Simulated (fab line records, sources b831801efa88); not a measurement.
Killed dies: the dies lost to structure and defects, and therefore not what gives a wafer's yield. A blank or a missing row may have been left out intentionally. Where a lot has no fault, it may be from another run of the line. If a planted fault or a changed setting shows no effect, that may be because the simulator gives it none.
fab line records | flow sfq_line
record lots=6 | wafers=18 | last_day=85
route steps=325 shown M4@160 I4@163
lots that met no fault: taken from a fault-free run of the same line
start_h: hours from the record's opening day to when the first of the lot's shown wafers began | wait_h: how many hours have passed since the lot's step before this one | " repeats the value in the row above | L1.1+2: a row that stands for several wafers | - no value, or no start was given | * or withheld: withheld | < > ~ a bound
route shown NAME@n: names a module that has steps shown in the file, with the first one's number in the route | usual: mean/standard deviation of fault-free wafers | same: alike in all rows | chamber/n: place in a boat | sites: each site's reading | _std_site: the values' standard deviation | _edge_site: the outer-site mean with the inner-site mean subtracted | radius_mm: for every site, how far away it sits from the centre of the wafer | mask NAME#n: copy n | behind: the last tool/chamber to shape the wafer | hold: cause of the lot's hold/its duration in hours/its outcome | device: which transistor (n, p or np) failed to switch | end of line: tests of these same wafers at the route's end | a step given without rows: its recipe and nothing more | killed: dies that structure and defects cost at the first sort, which is not the same as the wafer's yield | map: a wafer's dies, x killed, . not, _ none there
set.NAME: the setting the step ran with; set.NAME@STEP: the setting that earlier step ran with | model.NAME: the simulator's own value behind a step, which no gauge read
a table for each step, a row for each wafer; lots at some steps of the route
services: a tool's chamber out of use, with start hour (start_h, from the record's first day; less than 0 if before it), hours out, and reason
## steps
# step SFQ_TRILAYER_M4_ETCH_METAL_ETCH_096
# recipe target=Nb | stop_on=SiO2 | mask_material=PR | chemistry=Cl2/Ar | target_depth_nm=240 | icp_w=600 | bias_w=80 | pressure_mtorr=10 | time_s=120
# usual drypump_motor_current_A=6.0/0.39 | oes_product_au=0.894/0.007
lot.wafer | tool         | chamber | start_h | wait_h | drypump_motor_current_A | oes_product_au | rf_hours_counter_h
L554.1    | rie_metal-02 | 0       | 1232.79 | 0.0    | 6.7                     | 0.891          | 131
L554.4    | "            | 0       | "       | "      | 6.7                     | 0.898          | -
L554.5    | "            | 0       | "       | "      | 6.7                     | 0.895          | -
L555.3    | rie_metal-01 | 1       | 1234.03 | 0.1    | 6.2                     | 0.889          | -
L555.4    | "            | 0       | "       | "      | 5.9                     | 0.886          | -
L555.6    | "            | 0       | "       | "      | 5.9                     | 0.891          | -
L566.1    | rie_metal-01 | 1       | 1293.33 | 0.1    | 6.2                     | 0.892          | 59
L566.2    | "            | 1       | "       | "      | 6.2                     | 0.888          | -
L566.3    | "            | 1       | "       | "      | 6.2                     | 0.898          | -
L567.3    | rie_metal-01 | 0       | 1297.64 | 0.1    | 5.9                     | 0.890          | -
L567.4    | "            | 1       | "       | "      | 6.2                     | 0.906          | -
L567.5    | "            | 0       | "       | "      | 5.9                     | 0.898          | -
L568.1    | rie_metal-04 | 1       | 1300.00 | 0.0    | 5.5                     | 0.894          | 95
L568.4    | "            | 1       | "       | "      | 5.5                     | 0.896          | -
L568.5    | "            | 1       | "       | "      | 5.5                     | 0.898          | -
L571.2    | rie_metal-01 | 1       | 1308.40 | 0.0    | 6.2                     | 0.890          | 63
L571.3    | "            | 0       | "       | "      | 5.9                     | 0.886          | -
L571.4    | "            | 1       | "       | "      | 6.2                     | 0.892          | -
# step SFQ_TRILAYER_M4_STRIP_STRIP_097
# recipe gas=O2 | power_w=200 | platen_temp_c=40 | overash_fraction=0.65 | chemistry=O2 | pressure_mtorr=52.45
# usual drypump_motor_current_A=6.0/0.39 | oes_product_au=0.995/0.0075
lot.wafer | tool         | chamber | start_h | wait_h | drypump_motor_current_A | oes_product_au | rf_hours_counter_h
L554.1    | rie_metal-02 | 0       | 1232.91 | 0.1    | 6.7                     | 1.003          | 131
L554.4    | "            | 0       | "       | "      | 6.7                     | 0.986          | -
L554.5    | "            | 0       | "       | "      | 6.7                     | 0.993          | -
L555.3    | rie_metal-01 | 1       | 1234.31 | 0.2    | 6.2                     | 1.001          | -
L555.4    | "            | 0       | "       | "      | 5.9                     | 0.988          | -
L555.6    | "            | 0       | "       | "      | 5.9                     | 0.986          | -
L566.1    | rie_metal-01 | 1       | 1293.58 | 0.2    | 6.1                     | 0.996          | 59
L566.2    | "            | 1       | "       | "      | 6.2                     | 0.998          | -
L566.3    | "            | 1       | "       | "      | 6.2                     | 1.008          | -
L567.3    | rie_metal-01 | 0       | 1297.92 | 0.2    | 5.9                     | 1.009          | -
L567.4    | "            | 1       | "       | "      | 6.2                     | 0.999          | -
L567.5    | "            | 0       | "       | "      | 5.9                     | 0.993          | -
L568.1    | rie_metal-04 | 1       | 1300.12 | 0.1    | 5.5                     | 0.986          | 95
L568.4    | "            | 1       | "       | "      | 5.5                     | 0.978          | -
L568.5    | "            | 1       | "       | "      | 5.5                     | 0.987          | -
L571.2    | rie_metal-01 | 1       | 1308.52 | 0.1    | 6.2                     | 0.998          | 63
L571.3    | "            | 0       | "       | "      | 5.9                     | 0.994          | -
L571.4    | "            | 1       | "       | "      | 6.2                     | 1.002          | -
# step SFQ_TRILAYER_M4_STRIP_SOLV_CLEAN_098
# recipe chemistry=NMP | temp_c=70 | time_s=600
# step SFQ_TRILAYER_I4_DEP_PECVD_099
# recipe material=SiO2 | temp_c=150 | time_s=111.11 | pressure_torr=2.4 | rf_w=183.3 | precursor=SiH4/N2O | target_thk_nm=500
# usual heater_power_w=82/18 | throttle_valve_pct=25.3/1.6
lot.wafer | tool     | chamber | start_h | wait_h | heater_power_w | throttle_valve_pct
L554.1    | pecvd-03 | 0       | 1233.69 | 0.0    | 74             | 23.4
L554.4    | "        | 0       | "       | "      | 76             | 23.4
L554.5    | "        | 1       | "       | "      | 73             | 24.5
L555.3    | pecvd-04 | 1       | 1234.89 | 0.0    | 74             | 26.8
L555.4    | "        | 0       | "       | "      | 79             | 24.7
L555.6    | "        | 1       | "       | "      | 60             | 26.5
L566.1    | pecvd-03 | 1       | 1294.97 | 0.0    | 70             | 24.7
L566.2    | "        | 0       | "       | "      | 83             | 23.7
L566.3    | "        | 2       | "       | "      | 113            | 24.0
L567.3    | pecvd-01 | 0       | 1298.50 | 0.0    | 71             | 28.3
L567.4    | "        | 2       | "       | "      | 69             | 25.1
L567.5    | "        | 0       | "       | "      | 70             | 28.5
L568.1    | pecvd-03 | 2       | 1300.90 | 0.0    | 105            | 24.0
L568.4    | "        | 2       | "       | "      | 112            | 23.8
L568.5    | "        | 1       | "       | "      | 64             | 24.7
L571.2    | pecvd-03 | 2       | 1309.30 | 0.0    | 115            | 23.7
L571.3    | "        | 0       | "       | "      | 71             | 23.6
L571.4    | "        | 2       | "       | "      | 119            | 23.9
# step SFQ_TRILAYER_I4_CMP_CMP_100
# recipe material=SiO2 | down_force_psi=3.13 | platen_rpm=60 | pad_velocity_m_s=0.94248
# usual edge_zone_pressure_frac=1.001/0.0052 | motor_current_A=10.3/0.72 | retaining_ring_pressure_frac=1.000/0.0047 | time_to_endpoint_s=205/7.7
lot.wafer | tool   | chamber | start_h | wait_h | edge_zone_pressure_frac | motor_current_A | retaining_ring_pressure_frac | time_to_endpoint_s
L554.4    | cmp-01 | 3       | 1233.77 | 0.0    | 1.002                   | 10.4            | 0.993                        | 203
L554.1    | "      | 2       | 1235.27 | 1.5    | 1.008                   | 10.6            | 1.002                        | 190
L554.5    | "      | 3       | "       | "      | 1.009                   | 10.0            | 0.990                        | 215
L555.4    | cmp-01 | 3       | 1237.27 | 2.3    | 1.002                   | 10.3            | 1.003                        | 208
L555.3    | "      | 1       | 1238.27 | 3.3    | 1.004                   | 10.4            | 0.998                        | 203
L555.6    | "      | 3       | 1239.27 | 4.3    | 1.005                   | 10.6            | 1.003                        | 206
L566.2    | cmp-01 | 3       | 1295.55 | 0.5    | 1.003                   | 9.7             | 0.997                        | 190
L566.1    | "      | 0       | "       | "      | 1.000                   | 11.2            | 1.000                        | 189
L566.3    | "      | 1       | "       | "      | 0.999                   | 10.9            | 1.000                        | 183
L567.4    | cmp-01 | 2       | 1299.58 | 1.0    | 1.007                   | 11.1            | 1.000                        | 202
L567.3    | "      | 3       | "       | "      | 0.996                   | 10.8            | 0.998                        | 204
L567.5    | "      | 1       | 1301.08 | 2.5    | 0.994                   | 11.0            | 0.994                        | 201
L568.4    | cmp-01 | 0       | 1302.08 | 1.1    | 0.993                   | 10.9            | 1.006                        | 202
L568.1    | "      | 2       | 1303.08 | 2.1    | 0.996                   | 10.1            | 0.985                        | 189
L568.5    | "      | 0       | 1304.08 | 3.1    | 0.998                   | 11.0            | 1.005                        | 198
L571.4    | cmp-01 | 1       | 1309.38 | 0.0    | 1.004                   | 11.3            | 0.998                        | 197
L571.3    | "      | 2       | "       | "      | 1.006                   | 10.5            | 0.997                        | 191
L571.2    | "      | 0       | 1310.88 | 1.5    | 1.004                   | 11.2            | 1.003                        | 192
# step SFQ_I4_BOW_MEAS_927
# recipe mode=bow
# usual I4_BOW=4/8.6
lot.wafer | tool          | chamber | start_h | wait_h | I4_BOW[um]
L554.1    | film_metro-01 | -       | 1236.77 | 1.0    | 16
L554.4    | "             | -       | "       | "      | 16
L554.5    | "             | -       | "       | "      | 13
L555.3    | film_metro-04 | -       | 1239.81 | 1.0    | 1
L555.4    | "             | -       | "       | "      | 19
L555.6    | "             | -       | "       | "      | 3
L566.1    | film_metro-04 | -       | 1298.05 | 1.5    | 11
L566.2    | "             | -       | "       | "      | 1
L566.3    | "             | -       | "       | "      | 6
L567.3    | film_metro-04 | -       | 1301.62 | 1.0    | 7
L567.4    | "             | -       | "       | "      | -2
L567.5    | "             | -       | "       | "      | 10
L568.1    | film_metro-03 | -       | 1304.58 | 1.0    | -13
L568.4    | "             | -       | "       | "      | -7
L568.5    | "             | -       | "       | "      | 3
L571.2    | film_metro-03 | -       | 1312.40 | 1.0    | 2
L571.3    | "             | -       | "       | "      | -6
L571.4    | "             | -       | "       | "      | 1
# step SFQ_TRILAYER_I4_METRO_MEASURE_101
# usual thk_nm=200.1/1.1
lot.wafer | tool          | chamber | start_h | wait_h | thk_nm
L554.1    | film_metro-01 | -       | 1236.89 | 0.1    | 198.0
L554.4    | "             | -       | "       | "      | 199.4
L554.5    | "             | -       | "       | "      | 199.9
L555.3    | film_metro-04 | -       | 1240.29 | 0.5    | 200.4
L555.4    | "             | -       | "       | "      | 200.0
L555.6    | "             | -       | "       | "      | 200.4
L566.1    | film_metro-04 | -       | 1298.17 | 0.1    | 198.4
L566.2    | "             | -       | "       | "      | 199.9
L566.3    | "             | -       | "       | "      | 199.3
L567.3    | film_metro-04 | -       | 1302.10 | 0.5    | 201.9
L567.4    | "             | -       | "       | "      | 199.1
L567.5    | "             | -       | "       | "      | 199.8
L568.1    | film_metro-03 | -       | 1304.70 | 0.1    | 198.0
L568.4    | "             | -       | "       | "      | 198.4
L568.5    | "             | -       | "       | "      | 197.7
L571.2    | film_metro-03 | -       | 1312.70 | 0.3    | 199.2
L571.3    | "             | -       | "       | "      | 198.9
L571.4    | "             | -       | "       | "      | 199.7
# step SFQ_TRILAYER_I4_VIA_LITHO_COAT_108
# recipe resist=BARC | spin_rpm=3000 | resist_thk_nm=62
# step SFQ_TRILAYER_I4_VIA_LITHO_COAT_103
# recipe resist=KrF | spin_rpm=3000 | resist_thk_nm=650
# step SFQ_TRILAYER_I4_VIA_LITHO_SOFTBAKE_107
# recipe temp_c=withheld | time_s=withheld | resist=KrF
# step SFQ_TRILAYER_I4_VIA_LITHO_EXPOSE_104
# recipe mask_id=I4 | na=0.6 | source_shape=conventional | sigma_outer=0.65 | target_cd_nm=700 | dose_mj=21.3
# step SFQ_TRILAYER_I4_VIA_LITHO_PEB_106
# recipe peb_temp_c=115 | peb_time_s=60 | resist=KrF
# step SFQ_TRILAYER_I4_VIA_LITHO_DEVELOP_105
# recipe time_s=60 | resist=KrF
# usual chill_plate_temp_C=23.00/0.1 | exhaust_pa=45.0/0.96
lot.wafer | tool           | chamber | start_h | wait_h | chill_plate_temp_C | exhaust_pa | model.KrF_of_TRILAYER_I4_VIA_LITHO_COAT_103.thk_nm
L554.1    | litho_track-01 | 0       | 1242.89 | 0.1    | 23.06              | 44.8       | 626
L554.4    | "              | 0       | "       | "      | 23.06              | 45.1       | 626.8
L554.5    | "              | 0       | "       | "      | 23.07              | 46.3       | 625.9
L555.3    | litho_track-02 | 0       | 1245.34 | 0.1    | 23.12              | 45.3       | 625.7
L555.4    | "              | 0       | "       | "      | 23.26              | 46.5       | 626.4
L555.6    | "              | 0       | "       | "      | 23.11              | 45.6       | 625.9
L566.1    | litho_track-02 | -       | 1302.15 | 0.1    | -                  | -          | 649.6
L566.2    | "              | -       | "       | "      | -                  | -          | 646.2
L566.3    | "              | -       | "       | "      | -                  | -          | 646.9
L567.3    | litho_track-03 | -       | 1305.80 | 0.1    | -                  | -          | 649.5
L567.4    | "              | -       | "       | "      | -                  | -          | 648.7
L567.5    | "              | -       | "       | "      | -                  | -          | 648.3
L568.1    | litho_track-01 | 0       | 1316.94 | 0.1    | 23.13              | 44.6       | 624.7
L568.4    | "              | 0       | "       | "      | 22.90              | 44.3       | 624.9
L568.5    | "              | 0       | "       | "      | 22.85              | 45.2       | 625
L571.2    | litho_track-02 | 0       | 1326.57 | 0.1    | 23.00              | 44.6       | 620.2
L571.3    | "              | 0       | "       | "      | 23.11              | 44.1       | 622.3
L571.4    | "              | 0       | "       | "      | 22.92              | 44.4       | 620.9
# step SFQ_I4_OVL_MEAS_928
# usual I4_OVL=0/4.7
lot.wafer | tool       | chamber | start_h | wait_h | I4_OVL[nm]
L554.1    | overlay-02 | -       | 1243.04 | 0.1    | 3
L554.4    | "          | -       | "       | "      | 5
L554.5    | "          | -       | "       | "      | 0
L555.3    | overlay-02 | -       | 1245.45 | 0.1    | -2
L555.4    | "          | -       | "       | "      | -7
L555.6    | "          | -       | "       | "      | -5
L566.1    | overlay-02 | -       | 1302.30 | 0.1    | -
L566.2    | "          | -       | "       | "      | -
L566.3    | "          | -       | "       | "      | -
L567.3    | overlay-02 | -       | 1305.92 | 0.1    | -
L567.4    | "          | -       | "       | "      | -
L567.5    | "          | -       | "       | "      | -
L568.1    | overlay-01 | -       | 1317.09 | 0.1    | 0
L568.4    | "          | -       | "       | "      | 6
L568.5    | "          | -       | "       | "      | 8
L571.2    | overlay-02 | -       | 1326.70 | 0.1    | 1
L571.3    | "          | -       | "       | "      | -6
L571.4    | "          | -       | "       | "      | -1
## services
tool          | chamber | start_h | hours | kind
film_metro-04 | -       | 1244.19 | 1.0   | pm
cmp-01        | -       | 1258.15 | 4.0   | pm
cmp-01        | -       | 1262.15 | -     | consumable_replace:conditioner
cmp-01        | -       | 1262.15 | -     | consumable_replace:pad
film_metro-01 | -       | 1271.54 | 0.4   | pm
rie_metal-02  | 0       | 1278.98 | -     | clean
rie_metal-02  | 0       | 1278.98 | -     | consumable_replace:focus_ring
rie_metal-02  | 0       | 1278.98 | 22.2  | scheduled_down
rie_metal-02  | 0       | 1278.98 | 22.2  | vent_cycle
rie_metal-01  | 0       | 1282.30 | -     | clean
rie_metal-01  | 0       | 1282.30 | -     | consumable_replace:focus_ring
rie_metal-01  | 0       | 1282.30 | 15.2  | scheduled_down
rie_metal-01  | 0       | 1282.30 | 15.2  | vent_cycle
film_metro-04 | -       | 1285.55 | 1.8   | pm
pecvd-04      | -       | 1305.54 | 2.8   | pm
rie_metal-02  | 1       | 1315.62 | -     | clean
rie_metal-02  | 1       | 1315.62 | -     | consumable_replace:focus_ring
rie_metal-02  | 1       | 1315.62 | 16.8  | scheduled_down
rie_metal-02  | 1       | 1315.62 | 16.8  | vent_cycle
pecvd-04      | -       | 1316.75 | 14.0  | pm
pecvd-04      | 0       | 1316.75 | 14.0  | vent_cycle
rie_metal-01  | -       | 1318.85 | 0.6   | repair
film_metro-03 | -       | 1319.13 | 10.2  | pm
film_metro-04 | -       | 1324.31 | 1.7   | pm
## key
first_sign step=SFQ_TRILAYER_I4_VIA_LITHO_DEVELOP_105 | reading=tool_record | direction=missing
effect none on later readings
model_effect step=SFQ_TRILAYER_I4_VIA_LITHO_DEVELOP_105 | value=KrF_of_TRILAYER_I4_VIA_LITHO_COAT_103.thk_nm | without=622.8 | struck=648.2
met_at SFQ_TRILAYER_I4_VIA_LITHO_DEVELOP_105
struck_wafers L566.1,L566.2,L566.3,L567.3,L567.4,L567.5
onset_between 1245.34 1302.15
fault kind=skipped_step_whole | tool=litho_track-02,litho_track-03 | chamber=- | onset_h=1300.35 | steps=SFQ_TRILAYER_I4_VIA_LITHO_DEVELOP_105 | scope=struck_lots_only
